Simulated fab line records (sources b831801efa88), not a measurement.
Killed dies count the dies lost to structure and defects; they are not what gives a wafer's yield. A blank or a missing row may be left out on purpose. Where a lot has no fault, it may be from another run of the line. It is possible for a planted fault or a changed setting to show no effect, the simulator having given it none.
Chamber matching || flow sky130 || SKY_CONTACT_CMP_04 on cmp-02 has 4 sister chambers
The step polishes SiO2. 16 wafers are shown with their chamber, then 7 later ones without.

== EACH WAFER AND ITS CHAMBER ==
{"wafer": "L680.3", "chamber": 2, "motorCurrentA (A)": 11.6, "timeToEndpointS (s)": 90}
{"wafer": "L680.4", "chamber": 0, "motorCurrentA (A)": 11.0, "timeToEndpointS (s)": 88}
{"wafer": "L680.6", "chamber": 0, "motorCurrentA (A)": 10.7, "timeToEndpointS (s)": 94}
{"wafer": "L681.1", "chamber": 3, "motorCurrentA (A)": 12.0, "timeToEndpointS (s)": 91}
{"wafer": "L681.4", "chamber": 0, "motorCurrentA (A)": 10.8, "timeToEndpointS (s)": 94}
{"wafer": "L681.5", "chamber": 1, "motorCurrentA (A)": 11.7, "timeToEndpointS (s)": 84}
{"wafer": "L682.1", "chamber": 2, "motorCurrentA (A)": 12.2, "timeToEndpointS (s)": 87}
{"wafer": "L682.3", "chamber": 0, "motorCurrentA (A)": 10.8, "timeToEndpointS (s)": 91}
{"wafer": "L682.5", "chamber": 1, "motorCurrentA (A)": 11.4, "timeToEndpointS (s)": 84}
{"wafer": "L683.1", "chamber": 3, "motorCurrentA (A)": 11.8, "timeToEndpointS (s)": 91}
{"wafer": "L683.2", "chamber": 1, "motorCurrentA (A)": 11.7, "timeToEndpointS (s)": 78}
{"wafer": "L683.5", "chamber": 2, "motorCurrentA (A)": 13.0, "timeToEndpointS (s)": 89}
{"wafer": "L684.1", "chamber": 3, "motorCurrentA (A)": 12.0, "timeToEndpointS (s)": 88}
{"wafer": "L684.3", "chamber": 0, "motorCurrentA (A)": 10.4, "timeToEndpointS (s)": 90}
{"wafer": "L684.5", "chamber": 2, "motorCurrentA (A)": 12.7, "timeToEndpointS (s)": 87}
{"wafer": "L686.2", "chamber": 1, "motorCurrentA (A)": 11.6, "timeToEndpointS (s)": 78}

SIGNATURES (means of the wafers above)
{"reading": "motorCurrentA", "chamber 0": 10.740, "chamber 1": 11.600, "chamber 2": 12.375, "chamber 3": 11.933, "scatter within a chamber": 0.342}
{"reading": "timeToEndpointS", "chamber 0": 91.40, "chamber 1": 81.00, "chamber 2": 88.25, "chamber 3": 90.00, "scatter within a chamber": 2.52}
Rule: for a wafer and a chamber, the distance is found by dividing, reading by reading, the gap between the wafer's reading and the chamber's mean by the reading's scatter, squaring, summing and taking the root. If the next closest chamber is less than 2 further off than the closest, the wafer can't be placed; otherwise it belongs to the closest. The scatter is the square root of a quotient: the sum, over the shown wafers, of each reading's squared deviation from its chamber's mean, divided by wafers minus chambers.

== WAFERS MISSING THEIR CHAMBER ==
{"wafer": "L686.3", "motorCurrentA (A)": 12.2, "timeToEndpointS (s)": 83}
{"wafer": "L686.4", "motorCurrentA (A)": 10.9, "timeToEndpointS (s)": 88}
{"wafer": "L692.3", "motorCurrentA (A)": 11.9, "timeToEndpointS (s)": 84}
{"wafer": "L693.3", "motorCurrentA (A)": 11.4, "timeToEndpointS (s)": 78}
{"wafer": "L702.2", "motorCurrentA (A)": 10.7, "timeToEndpointS (s)": 93}
{"wafer": "L702.4", "motorCurrentA (A)": 12.0, "timeToEndpointS (s)": 97}
{"wafer": "L702.5", "motorCurrentA (A)": 12.0, "timeToEndpointS (s)": 87}

== THE CHAMBER EACH PASSED THROUGH ==
{"wafer": "L686.3", "from the rows above": "can't be placed: 1 or 2 or 3", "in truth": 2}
{"wafer": "L686.4", "from the rows above": "can't be placed: 0 or 3", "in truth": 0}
{"wafer": "L692.3", "from the rows above": "can't be placed: 1 or 2 or 3", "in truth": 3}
{"wafer": "L693.3", "from the rows above": 1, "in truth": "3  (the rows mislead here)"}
{"wafer": "L702.2", "from the rows above": 0, "in truth": 0}
{"wafer": "L702.4", "from the rows above": "can't be placed: 3 or 2 or 0", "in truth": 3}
{"wafer": "L702.5", "from the rows above": "can't be placed: 2 or 3 or 1", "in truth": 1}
Correct placement for 1 of the 7. Can't be placed from these rows: 5 (the true chamber is among the candidates in 5). Number placed wrongly: 1.
